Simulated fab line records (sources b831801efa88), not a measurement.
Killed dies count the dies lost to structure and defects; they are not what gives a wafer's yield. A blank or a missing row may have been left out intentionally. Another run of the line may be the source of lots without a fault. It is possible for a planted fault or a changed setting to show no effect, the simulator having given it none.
Matching of chambers | flow sky130 | SKY_FIELD_ISO_CMP_27 on cmp-01: 4 sister chambers
The step polishes, stops on Si3N4, t overpolish 16 s, target thk 457.8 nm. 18 wafers are shown with their chamber, then 9 later ones without.

== WAFERS WITH THEIR CHAMBER ==
wafer  | chamber | motor-current-A (A) | overpolish-run-s (s) | time-to-endpoint-s (s)
L720.2 | 1       | 14.2                | 15.997               | 112
L720.3 | 2       | 12.4                | 16.011               | 110
L720.6 | 1       | 13.8                | 15.999               | 115
L721.1 | 0       | 11.9                | 16.018               | 111
L721.2 | 2       | 11.5                | 15.997               | 105
L721.3 | 3       | 13.5                | 15.998               | 111
L722.2 | 1       | 13.2                | 15.990               | 113
L722.4 | 0       | 11.6                | 15.995               | 115
L722.5 | 0       | 10.9                | 16.014               | 109
L723.2 | 2       | 12.2                | 16.008               | 113
L723.3 | 3       | 14.3                | 16.000               | 116
L723.6 | 0       | 11.8                | 16.012               | 115
L725.2 | 2       | 11.6                | 16.012               | 107
L725.5 | 2       | 11.7                | 15.999               | 110
L725.6 | 3       | 14.5                | 15.998               | 112
L727.1 | 0       | 11.0                | 15.990               | 112
L727.4 | 2       | 11.3                | 16.013               | 115
L727.5 | 2       | 11.3                | 16.006               | 114

SIGNATURES, as means of the wafers listed above
reading            | chamber 0 | chamber 1 | chamber 2 | chamber 3 | scatter within a chamber
motor-current-A    | 11.440    | 13.733    | 11.714    | 14.100    | 0.465
overpolish-run-s   | 16.00580  | 15.99533  | 16.00657  | 15.99867  | 0.00806
time-to-endpoint-s | 112.40    | 113.33    | 110.57    | 113.00    | 3.02
Rule: a wafer lies at a distance from a chamber equal to the root of the sum of squares, over the readings, of (its reading less the chamber's mean, divided by the reading's scatter). If the next closest chamber is less than 2 further off than the closest, the wafer can't be placed; otherwise it belongs to the closest. How the scatter is found: for the shown wafers, subtract from each reading the mean of its chamber, square and add these, divide the total by (wafers less chambers), then take the root.

== WAFERS WHOSE CHAMBER IS MISSING ==
wafer  | motor-current-A (A) | overpolish-run-s (s) | time-to-endpoint-s (s)
L730.4 | 14.0                | 15.992               | 113
L730.5 | 13.5                | 15.986               | 116
L730.6 | 11.4                | 15.997               | 114
L732.3 | 14.3                | 16.000               | 117
L732.5 | 14.4                | 15.996               | 115
L732.6 | 11.4                | 16.013               | 114
L737.3 | 14.3                | 16.000               | 116
L737.4 | 13.8                | 16.007               | 120
L737.5 | 11.8                | 15.995               | 114

== WHICH CHAMBER EACH ONE RAN IN ==
wafer  | from the rows above     | in truth
L730.4 | can't be placed: 1 or 3 | 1
L730.5 | can't be placed: 1 or 3 | 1
L730.6 | can't be placed: 0 or 2 | 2
L732.3 | can't be placed: 3 or 1 | 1
L732.5 | can't be placed: 3 or 1 | 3
L732.6 | can't be placed: 0 or 2 | 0
L737.3 | can't be placed: 3 or 1 | 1
L737.4 | can't be placed: 3 or 1 | 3
L737.5 | can't be placed: 0 or 2 | 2
Correctly placed: 0 of 9. Can't be placed from these rows: 9 (the true chamber is among the candidates in 9). Placed wrongly: 0.
